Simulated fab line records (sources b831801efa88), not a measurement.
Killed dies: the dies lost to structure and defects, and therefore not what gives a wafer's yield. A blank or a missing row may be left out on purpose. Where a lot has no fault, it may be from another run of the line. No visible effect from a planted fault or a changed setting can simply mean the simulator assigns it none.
A struck lot beside a sound one + flow gf180mcu + 47 steps out of a route of 602
Sound: the wafers L625.1, L625.4, L625.6. Struck: wafers L631.1, L631.3, L631.5. The cause comes at the end.
Per side, at each step with rows, come the tool, then ch with its chambers, and then its first start. Under that, the readings that differ: sound wafers + struck wafers + difference of the means + sigmas: that difference in standard deviations of wafers without a fault.
alike: same words and numbers on both sides, and readings whose means sit less than 2 such deviations apart. not compared: any withheld reading, any reading some wafer has no value for, any bound like >300 that may hide the same value, and any number with overlapping values for which the record gives no deviation.
The two part at a step that has a row with sigmas, a row that says differs or no value, or rows on one side only. Non-overlapping numbers with no deviation appear without sigmas and do not part them. A reading that every wafer of one side lacks parts them only if that side has two wafers or more.

first, 5 steps without rows for these wafers: GF_NWELL_COAT_02 (resist thk 3000 nm); GF_NWELL_SOFTBAKE_03; GF_NWELL_EXPOSE_04 (exposes mask Nwell, target cd 860 nm); GF_NWELL_PEB_05; GF_NWELL_DEVELOP_06 (develop time 60 s).
GF_NWELL_OVL_MEAS_07:
  sound: overlay-01 at day 5 12:57; struck: overlay-01 at day 5 21:32
  alike: NWELL_OVL
then, 2 steps without rows for these wafers: GF_NWELL_IMPLANT_08; GF_NWELL_IMPLANT_09.
GF_NWELL_STRIP_10: strips in O2/N2.
  sound on plasma asher-03 ch 0,1, day 5 13:17; struck on plasma asher-01 ch 0,1, day 5 21:52
  alike: drypump motor current A, heater power w, oes product au, strip time to endpoint s
  not compared: rf hours counter h
GF_NWELL_TW_MEAS_11:
  sound: film metro-03 at day 5 13:23; struck: film metro-02 at day 5 21:58
  alike: NWELL_TW
then, 2 steps without rows for these wafers: GF_LVPWELL_DEHYDRATE_00 (time 60 s); GF_LVPWELL_HMDS_01 (prime time 60 s).
GF_LVPWELL_COAT_02: resist thk 3000 nm.
  struck on litho track-01, day 6 04:35; sound on litho track-04 ch 0, day 5 20:05
  no value came back on the struck wafers for chill plate temp C (C), dispense pressure kPa (kPa); on the sound wafers chill plate temp C (C) reads 22.88 22.85 22.86
then, 4 steps without rows for these wafers: GF_LVPWELL_SOFTBAKE_03; GF_LVPWELL_EXPOSE_04 (exposes mask LVPWELL, target cd 600 nm); GF_LVPWELL_PEB_05; GF_LVPWELL_DEVELOP_06 (develop time 60 s).
GF_LVPWELL_OVL_MEAS_07:
  sound: overlay-02 at day 6 03:41; struck: overlay-02 at day 6 12:17
| reading          | sound          | struck | difference                    | sigmas |
|------------------|----------------|--------|-------------------------------|--------|
| LVPWELL_OVL (nm) | -1.0 -0.6 -1.7 | - - -  | no value on the struck wafers |        |
then, 2 steps without rows for these wafers: GF_LVPWELL_IMPLANT_08; GF_LVPWELL_IMPLANT_09.
GF_LVPWELL_STRIP_10: strips in O2/N2.
  sound on plasma asher-04 ch 0,1, day 6 04:01; struck on plasma asher-01 ch 0,1, day 6 12:38
  no value came back on the struck wafers for oes product au (a.u.), strip time to endpoint s (s); on the sound wafers oes product au (a.u.) reads 0.721 0.731 0.719
  alike: drypump motor current A, heater power w
  not compared: rf hours counter h
GF_LVPWELL_TW_MEAS_11:
  sound: film metro-02 at day 6 04:07; struck: film metro-04 at day 6 12:44
  alike: LVPWELL_TW
then, 7 steps without rows for these wafers: GF_MVSD_DEHYDRATE_00 (time 60 s); GF_MVSD_HMDS_01 (prime time 60 s); GF_MVSD_COAT_02 (resist thk 3000 nm); GF_MVSD_SOFTBAKE_03; GF_MVSD_EXPOSE_04 (exposes mask MVSD, target cd 1000 nm); GF_MVSD_PEB_05; GF_MVSD_DEVELOP_06 (develop time 60 s).
GF_MVSD_OVL_MEAS_07:
  sound: overlay-02 at day 6 19:20; struck: overlay-01 at day 7 04:08
| reading       | sound        | struck        | difference | sigmas |
|---------------|--------------|---------------|------------|--------|
| MVSD_OVL (nm) | -0.8 2.2 2.9 | -3.4 0.6 -1.8 | -3.0       | -2     |
then, 2 steps without rows for these wafers: GF_MVSD_IMPLANT_08; GF_MVSD_IMPLANT_09.
GF_MVSD_STRIP_10: strips in O2/N2.
  sound on plasma asher-04 ch 0,1, day 6 19:41; struck on plasma asher-01 ch 1, day 7 04:28
  alike: drypump motor current A, heater power w, oes product au, strip time to endpoint s
  not compared: rf hours counter h
GF_MVSD_TW_MEAS_11:
  sound: film metro-04 at day 6 19:49; struck: film metro-04 at day 7 04:34
  alike: MVSD_TW
then, 7 steps without rows for these wafers: GF_MVPSD_DEHYDRATE_00 (time 60 s); GF_MVPSD_HMDS_01 (prime time 60 s); GF_MVPSD_COAT_02 (resist thk 3000 nm); GF_MVPSD_SOFTBAKE_03; GF_MVPSD_EXPOSE_04 (exposes mask MVPSD, target cd 1000 nm); GF_MVPSD_PEB_05; GF_MVPSD_DEVELOP_06 (develop time 60 s).
GF_MVPSD_OVL_MEAS_07:
  sound: overlay-02 at day 7 11:02; struck: overlay-01 at day 7 19:33
  alike: MVPSD_OVL
GF_MVPSD_TW_MEAS_11:
  sound: film metro-02 at day 7 11:29; struck: film metro-04 at day 7 19:59
| reading  | sound       | struck      | difference | sigmas |
|----------|-------------|-------------|------------|--------|
| MVPSD_TW | 549 551 552 | 692 696 695 | +144       | +28    |
GF_VT_IMPLANT_TW_MEAS_10:
  sound: film metro-02 at day 8 03:41; struck: film metro-04 at day 8 12:55
| reading       | sound       | struck      | difference | sigmas |
|---------------|-------------|-------------|------------|--------|
| VT_IMPLANT_TW | 557 554 555 | 706 710 707 | +152       | +32    |
GF_VT_IMPLANT_TW_MEAS_21:
  sound: film metro-02 at day 8 20:16; struck: film metro-01 at day 9 05:50
| reading         | sound          | struck         | difference | sigmas |
|-----------------|----------------|----------------|------------|--------|
| VT_IMPLANT_2_TW | 1194 1199 1197 | 1243 1243 1249 | +48        | +5     |
GF_VT_IMPLANT_TW_MEAS_32:
  sound: film metro-04 at day 9 13:43; struck: film metro-02 at day 10 00:10
| reading         | sound             | struck            | difference | sigmas      |
|-----------------|-------------------|-------------------|------------|-------------|
| VT_IMPLANT_3_TW | 271.7 270.2 270.5 | 569.8 568.7 568.6 | +298.2     | +99 or more |
GF_VT_IMPLANT_TW_MEAS_43:
  sound: film metro-01 at day 10 07:52; struck: film metro-02 at day 10 17:56
| reading         | sound       | struck      | difference | sigmas |
|-----------------|-------------|-------------|------------|--------|
| VT_IMPLANT_4_TW | 685 691 687 | 778 776 780 | +90        | +16    |

== WHERE THEY PART ==
Earliest at GF_LVPWELL_COAT_02; latest, in this record, at GF_VT_IMPLANT_TW_MEAS_43.

WHY: whatever the simulator had introduced
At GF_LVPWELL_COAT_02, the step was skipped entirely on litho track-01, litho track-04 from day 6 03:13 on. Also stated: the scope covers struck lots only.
